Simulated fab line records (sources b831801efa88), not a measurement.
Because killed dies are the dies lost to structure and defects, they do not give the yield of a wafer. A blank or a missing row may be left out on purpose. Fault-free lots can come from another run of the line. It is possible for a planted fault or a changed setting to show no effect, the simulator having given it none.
A lot that was struck, set against a sound lot || flow sky130 || 15 out of 708 route steps
Sound: the wafers L254.1, L254.4, L254.5. Struck: wafers L263.2, L263.3, L263.5. Last of all comes the cause.
For every step that has rows: the tool of each side, followed by ch and its chambers, followed by its first start. Under that, the readings that differ: sound wafers || struck wafers || difference of the means || sigmas: that difference in standard deviations of wafers without a fault.
alike: a reading whose means differ by less than 2 such deviations, as well as words and numbers matching on both sides. not compared: withheld readings; readings where some wafer has no value; bounds like >300 that might hide an equal value; numbers whose values overlap and for which the record gives no deviation.
The two part at a step that has a row with sigmas, a row that says differs or no value, or rows on one side only. Non-overlapping numbers with no deviation appear without sigmas and do not part them. Lack of a reading on every wafer of one side parts them only where that side has two or more wafers.

first, 2 steps without rows for these wafers: SKY_METAL2_CLEAN_23 (cleans in O3/DIW); SKY_VIA2_HDPCVD_00 (deposits SiO2, target thk 1180 nm, time 196.7 s).
SKY_VIA2_THK_MEAS_01:
  struck on film metro-01, day 40 22:43; sound on film metro-03, day 37 15:41
  alike: VIA2_HDPCVD_THK
SKY_VIA2_CMP_02: polishes SiO2.
  sound on cmp-02 ch 0,2, day 37 15:55; struck on cmp-02 ch 0,1,3, day 40 22:52
  alike: motor current A
SKY_VIA2_BOW_MEAS_03:
  struck on film metro-03, day 40 23:05; sound on film metro-04, day 37 16:13
  alike: VIA2_BOW
then, 7 steps without rows for these wafers: SKY_VIA2_DEHYDRATE_04 (time 60 s); SKY_VIA2_HMDS_05 (prime time 60 s); SKY_VIA2_COAT_06 (resist thk 60 nm); SKY_VIA2_COAT_07 (resist thk 450 nm); SKY_VIA2_SOFTBAKE_08 (time 90 s); SKY_VIA2_EXPOSE_09 (exposes mask VIM2, target cd 200 nm); SKY_VIA2_PEB_10.
SKY_VIA2_DEVELOP_11: develop time 60 s.
  sound on litho track-04 ch 0, day 38 18:00; struck on litho track-02 ch 0, day 41 22:00
{"reading": "developer temp C (C)", "sound": "21.12 21.06 20.87", "struck": "21.55 21.51 21.48", "difference": "+0.50", "sigmas": "+5"}
SKY_VIA2_CD_MEAS_12 targets a cd of 200 nm.
  struck on cd sem-01, day 41 23:01; sound on cd sem-02, day 38 18:16
  alike: cd nm
-- the record jumps here: 8 days lie between the struck wafers' starts before and after (it left off in module VIA2 and takes up again in module PAD_OPEN, whose first step shown is number 708 of the route) --
SKY_PAD_OPEN_PROBE_99:
  struck on prober-01, day 50 02:39; sound on prober-01, day 47 17:33
{"reading": "killed at contacts", "sound": "21 19 11", "struck": "33 29 26", "difference": "+12", "sigmas": "+2"}
  alike: defect limited yield, killed_at_M0_to_M3, killed_at_M4_up, killed at front end, killed at other, killed dies, killed open, killed short, sort_bin_3_pad_short, sort_bin_5_function, sort_bin_6_memory, sort n pass, sort yield pct

== WHERE THEY PART ==
At SKY_VIA2_DEVELOP_11 first; at SKY_PAD_OPEN_PROBE_99 last (within this record only).

WHY: whatever the simulator had introduced
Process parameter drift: litho track-02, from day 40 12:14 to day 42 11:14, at SKY_VIA2_DEVELOP_11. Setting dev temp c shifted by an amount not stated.
